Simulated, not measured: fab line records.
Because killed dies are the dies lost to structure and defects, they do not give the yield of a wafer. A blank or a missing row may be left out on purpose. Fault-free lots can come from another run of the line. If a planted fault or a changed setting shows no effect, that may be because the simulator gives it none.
Which tool was responsible? || flow gf180mcu || 13 lots, 39 wafers sampled, at 4 steps of a route of 602

## WHAT THE GAUGES READ, wafer by wafer
GF_NSD_OVL_MEAS_08.
{"lot": "L183", "measured": "day 14 03:47", "on": "overlay-02", "NSD_OVL (nm)": "4.0 5.9 4.4"}
{"lot": "L184", "measured": "day 14 10:59", "on": "overlay-02", "NSD_OVL (nm)": "1.4 1.0 0.7"}
{"lot": "L185", "measured": "day 14 15:21", "on": "overlay-02", "NSD_OVL (nm)": "2.0 1.2 2.1"}
{"lot": "L187", "measured": "day 15 05:55", "on": "overlay-02", "NSD_OVL (nm)": "-0.8 -0.6 -1.1"}
{"lot": "L188", "measured": "day 15 18:02", "on": "overlay-01", "NSD_OVL (nm)": "1.2 1.9 1.6"}
{"lot": "L189", "measured": "day 15 23:06", "on": "overlay-02", "NSD_OVL (nm)": "1.3 0.8 2.3"}
{"lot": "L190", "measured": "day 16 11:35", "on": "overlay-01", "NSD_OVL (nm)": "0.2 0.5 0.0"}
{"lot": "L194", "measured": "day 18 02:50", "on": "overlay-01", "NSD_OVL (nm)": "2.2 1.7 2.1"}
{"lot": "L199", "measured": "day 19 17:34", "on": "overlay-02", "NSD_OVL (nm)": "2.5 1.2 1.8"}
{"lot": "L200", "measured": "day 19 22:46", "on": "overlay-01", "NSD_OVL (nm)": "0.3 -0.2 -0.9"}
{"lot": "L202", "measured": "day 20 12:23", "on": "overlay-01", "NSD_OVL (nm)": "1.1 2.7 1.5"}
{"lot": "L203", "measured": "day 20 19:26", "on": "overlay-01", "NSD_OVL (nm)": "-0.1 -1.0 -0.3"}
{"lot": "L204", "measured": "day 21 09:16", "on": "overlay-02", "NSD_OVL (nm)": "3.6 3.4 5.8"}

GF_PSD_TW_MEAS_11.
{"lot": "L183", "measured": "day 15 01:25", "on": "film_metro-04", "PSD_TW": "3147 3137 3153"}
{"lot": "L184", "measured": "day 15 08:25", "on": "film_metro-01", "PSD_TW": "3205 3193 3213"}
{"lot": "L185", "measured": "day 15 13:31", "on": "film_metro-03", "PSD_TW": "3202 3208 3211"}
{"lot": "L187", "measured": "day 16 04:22", "on": "film_metro-03", "PSD_TW": "3165 3169 3182"}
{"lot": "L188", "measured": "day 16 16:58", "on": "film_metro-03", "PSD_TW": "3168 3191 3179"}
{"lot": "L189", "measured": "day 16 22:07", "on": "film_metro-03", "PSD_TW": "3172 3186 3175"}
{"lot": "L190", "measured": "day 17 11:13", "on": "film_metro-04", "PSD_TW": "3139 3122 3141"}
{"lot": "L194", "measured": "day 19 03:08", "on": "film_metro-01", "PSD_TW": "3212 3231 3223"}
{"lot": "L199", "measured": "day 20 18:22", "on": "film_metro-03", "PSD_TW": "3169 3166 3167"}
{"lot": "L200", "measured": "day 20 23:22", "on": "film_metro-03", "PSD_TW": "3183 3167 3155"}
{"lot": "L202", "measured": "day 21 12:41", "on": "film_metro-03", "PSD_TW": "3191 3188 3185"}
{"lot": "L203", "measured": "day 21 19:43", "on": "film_metro-03", "PSD_TW": "3173 3199 3177"}
{"lot": "L204", "measured": "day 22 09:16", "on": "film_metro-03", "PSD_TW": "3171 3179 3167"}

GF_SAB_CD_MEAS_09: target cd 420 nm.
{"lot": "L183", "measured": "day 15 23:59", "on": "cd_sem-02", "cd_nm (nm)": "424.1 424.5 422.9"}
{"lot": "L184", "measured": "day 16 06:51", "on": "cd_sem-01", "cd_nm (nm)": "423.2 421.5 423.5"}
{"lot": "L185", "measured": "day 16 11:46", "on": "cd_sem-02", "cd_nm (nm)": "423.8 424.8 421.5"}
{"lot": "L187", "measured": "day 17 03:24", "on": "cd_sem-02", "cd_nm (nm)": "419.7 422.1 420.0"}
{"lot": "L188", "measured": "day 17 15:52", "on": "cd_sem-01", "cd_nm (nm)": "418.6 418.5 417.2"}
{"lot": "L189", "measured": "day 17 21:40", "on": "cd_sem-01", "cd_nm (nm)": "414.3 414.7 415.6"}
{"lot": "L190", "measured": "day 18 09:33", "on": "cd_sem-02", "cd_nm (nm)": "420.9 420.5 420.6"}
{"lot": "L194", "measured": "day 20 03:08", "on": "cd_sem-02", "cd_nm (nm)": "408.7 409.0 409.6"}
{"lot": "L199", "measured": "day 21 18:24", "on": "cd_sem-02", "cd_nm (nm)": "413.5 412.1 410.5"}
{"lot": "L200", "measured": "day 21 22:42", "on": "cd_sem-01", "cd_nm (nm)": "412.8 417.6 414.6"}
{"lot": "L202", "measured": "day 22 12:13", "on": "cd_sem-02", "cd_nm (nm)": "420.4 418.3 422.0"}
{"lot": "L203", "measured": "day 22 19:46", "on": "cd_sem-02", "cd_nm (nm)": "417.9 417.2 418.4"}
{"lot": "L204", "measured": "day 23 08:06", "on": "cd_sem-02", "cd_nm (nm)": "418.9 420.3 416.7"}

## TOOL THAT RAN EACH LOT (tool first, then ch and the chambers of the sampled wafers, then the start)
{"lot": "L183", "GF_SAB_EXPOSE_06": "iline_stepper-02 ch 0, day 15 13:15"}
{"lot": "L184", "GF_SAB_EXPOSE_06": "iline_stepper-02 ch 0, day 15 19:43"}
{"lot": "L185", "GF_SAB_EXPOSE_06": "iline_stepper-01 ch 0, day 16 01:04"}
{"lot": "L187", "GF_SAB_EXPOSE_06": "iline_stepper-01 ch 0, day 16 16:12"}
{"lot": "L188", "GF_SAB_EXPOSE_06": "iline_stepper-01 ch 0, day 17 05:01"}
{"lot": "L189", "GF_SAB_EXPOSE_06": "iline_stepper-01 ch 0, day 17 10:35"}
{"lot": "L190", "GF_SAB_EXPOSE_06": "iline_stepper-01 ch 0, day 17 22:46"}
{"lot": "L194", "GF_SAB_EXPOSE_06": "iline_stepper-01 ch 0, day 19 15:34"}
{"lot": "L199", "GF_SAB_EXPOSE_06": "iline_stepper-01 ch 0, day 21 06:47"}
{"lot": "L200", "GF_SAB_EXPOSE_06": "iline_stepper-02 ch 0, day 21 11:41"}
{"lot": "L202", "GF_SAB_EXPOSE_06": "iline_stepper-02 ch 0, day 22 00:55"}
{"lot": "L203", "GF_SAB_EXPOSE_06": "iline_stepper-02 ch 0, day 22 07:57"}
{"lot": "L204", "GF_SAB_EXPOSE_06": "iline_stepper-02 ch 0, day 22 21:21"}
- GF_SAB_EXPOSE_06: exposes mask SAB, target cd 420 nm.

## AS READ BY THE TOOLS THEMSELVES (means over the sampled wafers that have a number; for cases with no such wafer, the mark the record gives instead)
GF_SAB_EXPOSE_06.
{"lot": "L183", "tool": "iline_stepper-02", "exposure_dose_mJ_cm2": 139.88, "reticle_temp_C (C)": 23.05, "stage_vel_mm_s (mm/s)": 499.86}
{"lot": "L184", "tool": "iline_stepper-02", "exposure_dose_mJ_cm2": 140.14, "reticle_temp_C (C)": 22.95, "stage_vel_mm_s (mm/s)": 500.06}
{"lot": "L185", "tool": "iline_stepper-01", "exposure_dose_mJ_cm2": 139.85, "reticle_temp_C (C)": 23.03, "stage_vel_mm_s (mm/s)": 499.70}
{"lot": "L187", "tool": "iline_stepper-01", "exposure_dose_mJ_cm2": 140.07, "reticle_temp_C (C)": 23.06, "stage_vel_mm_s (mm/s)": 500.20}
{"lot": "L188", "tool": "iline_stepper-01", "exposure_dose_mJ_cm2": 140.14, "reticle_temp_C (C)": 22.89, "stage_vel_mm_s (mm/s)": 499.71}
{"lot": "L189", "tool": "iline_stepper-01", "exposure_dose_mJ_cm2": 139.89, "reticle_temp_C (C)": 23.09, "stage_vel_mm_s (mm/s)": 500.14}
{"lot": "L190", "tool": "iline_stepper-01", "exposure_dose_mJ_cm2": 140.14, "reticle_temp_C (C)": 23.00, "stage_vel_mm_s (mm/s)": 499.65}
{"lot": "L194", "tool": "iline_stepper-01", "exposure_dose_mJ_cm2": 144.57, "reticle_temp_C (C)": 22.96, "stage_vel_mm_s (mm/s)": 500.13}
{"lot": "L199", "tool": "iline_stepper-01", "exposure_dose_mJ_cm2": 143.68, "reticle_temp_C (C)": 23.11, "stage_vel_mm_s (mm/s)": 499.88}
{"lot": "L200", "tool": "iline_stepper-02", "exposure_dose_mJ_cm2": 139.93, "reticle_temp_C (C)": 23.10, "stage_vel_mm_s (mm/s)": 500.05}
{"lot": "L202", "tool": "iline_stepper-02", "exposure_dose_mJ_cm2": 140.27, "reticle_temp_C (C)": 22.99, "stage_vel_mm_s (mm/s)": 500.29}
{"lot": "L203", "tool": "iline_stepper-02", "exposure_dose_mJ_cm2": 139.98, "reticle_temp_C (C)": 23.03, "stage_vel_mm_s (mm/s)": 500.08}
{"lot": "L204", "tool": "iline_stepper-02", "exposure_dose_mJ_cm2": 140.03, "reticle_temp_C (C)": 23.04, "stage_vel_mm_s (mm/s)": 500.23}

## THE ANSWER, worked out from the rows above alone
Rule: what is usual is taken from the lots themselves. Put in order of their means at a reading, lots are off if they are a third of the lots or fewer, leave a main group of 4 or more, and stand apart from it by a gap of 3 or more times the standard deviation of the main group's means; of several such gaps the widest counts. A main group whose means are all the same, to the digits that the tables above print for the reading, isn't used. Also off: a lot with no number at a reading for which 4 or more lots have one. The other lots that the step has rows for count as sound. Order of review: gauges by route order, followed by the tools' own readings, for which a lot's mean as printed above is used. At the first step where some lot is off, the reading lying furthest off is the one used; lots without a number count as furthest.
Off: L194, L199 (GF_SAB_EXPOSE_06, exposure_dose_mJ_cm2). The main group: mean 140.03, standard deviation 0.13.
If a tool, at that step or one of the process steps before it, ran each lot that is off and ran no sound lot following the first of them, it fits. One candidate fits, namely iline_stepper-01 at GF_SAB_EXPOSE_06. Its last sound lot is L190 (day 17 22:46), its first lot that is off L194 (day 19 15:34): a fault that began between those two fits.
The tool's own readings at GF_SAB_EXPOSE_06 bear it out: on the lots that are off they differ by more than 5 times the standard deviation of the sound lots' means. exposure_dose_mJ_cm2 reads 144.12 there against 140.03 on the sound lots.

## WHAT HAD BEEN PUT IN BY THE SIMULATOR
Drift in process parameters on iline_stepper-01 at GF_SAB_EXPOSE_06, starting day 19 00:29. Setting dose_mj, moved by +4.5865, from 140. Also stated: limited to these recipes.
Struck lots among those shown: L194, L199. Same finding as the rule above.
